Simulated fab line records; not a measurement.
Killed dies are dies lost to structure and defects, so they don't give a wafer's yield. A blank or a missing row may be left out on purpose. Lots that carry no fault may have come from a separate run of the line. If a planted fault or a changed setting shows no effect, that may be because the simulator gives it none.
Which tool did it? ; flow sky130 ; 10 lots, 30 wafers sampled, at 1 step of a route of 708

## WHAT THE GAUGES SHOWED, per wafer
SKY_METAL1_RS_MEAS_05: measurement is done with a four-point probe.
lot;measured;on;METAL1_ALCU_RS (ohm/sq)
L997;day 33 02:25;filmMetro-03;0.1263 0.1252 0.1260
L101;day 33 13:13;filmMetro-03;0.1248 0.1248 0.1259
L103;day 34 10:32;filmMetro-02;0.1264 0.1248 0.1246
L105;day 34 18:16;filmMetro-03;0.1247 0.1248 0.1243
L106;day 35 05:17;filmMetro-04;0.1291 0.1279 0.1273
L107;day 35 07:19;filmMetro-03;0.1284 0.1271 0.1276
L112;day 37 05:34;filmMetro-02;0.1245 0.1265 0.1256
L114;day 38 01:24;filmMetro-02;0.1256 0.1262 0.1255
L115;day 38 03:00;filmMetro-02;0.1305 0.1285 0.1281
L116;day 38 09:36;filmMetro-03;0.1284 0.1281 0.1277

## WHAT TOOL EACH LOT RAN ON (gives the tool, then ch and the chambers of the sampled wafers, and finally the start)
The record holds no process step before these readings.

## THE ANSWER, worked out from the rows above alone
Rule: the usual values come from the lots themselves. The widest of any qualifying gaps counts: lots, ordered by their means at a reading, are off when they make up no more than a third of the lots, leave a main group of 4 or more, and stand apart from it by 3 or more times the standard deviation of that group's means. A main group whose means are all the same, to the digits that the tables above print for the reading, isn't used. A lot without any number at a reading at which 4 lots or more have one is off too. Any other lot the step has rows for is counted as sound.
Nothing can be told from this: no lot is off at any reading shown.

## WHAT HAD BEEN PUT IN BY THE SIMULATOR
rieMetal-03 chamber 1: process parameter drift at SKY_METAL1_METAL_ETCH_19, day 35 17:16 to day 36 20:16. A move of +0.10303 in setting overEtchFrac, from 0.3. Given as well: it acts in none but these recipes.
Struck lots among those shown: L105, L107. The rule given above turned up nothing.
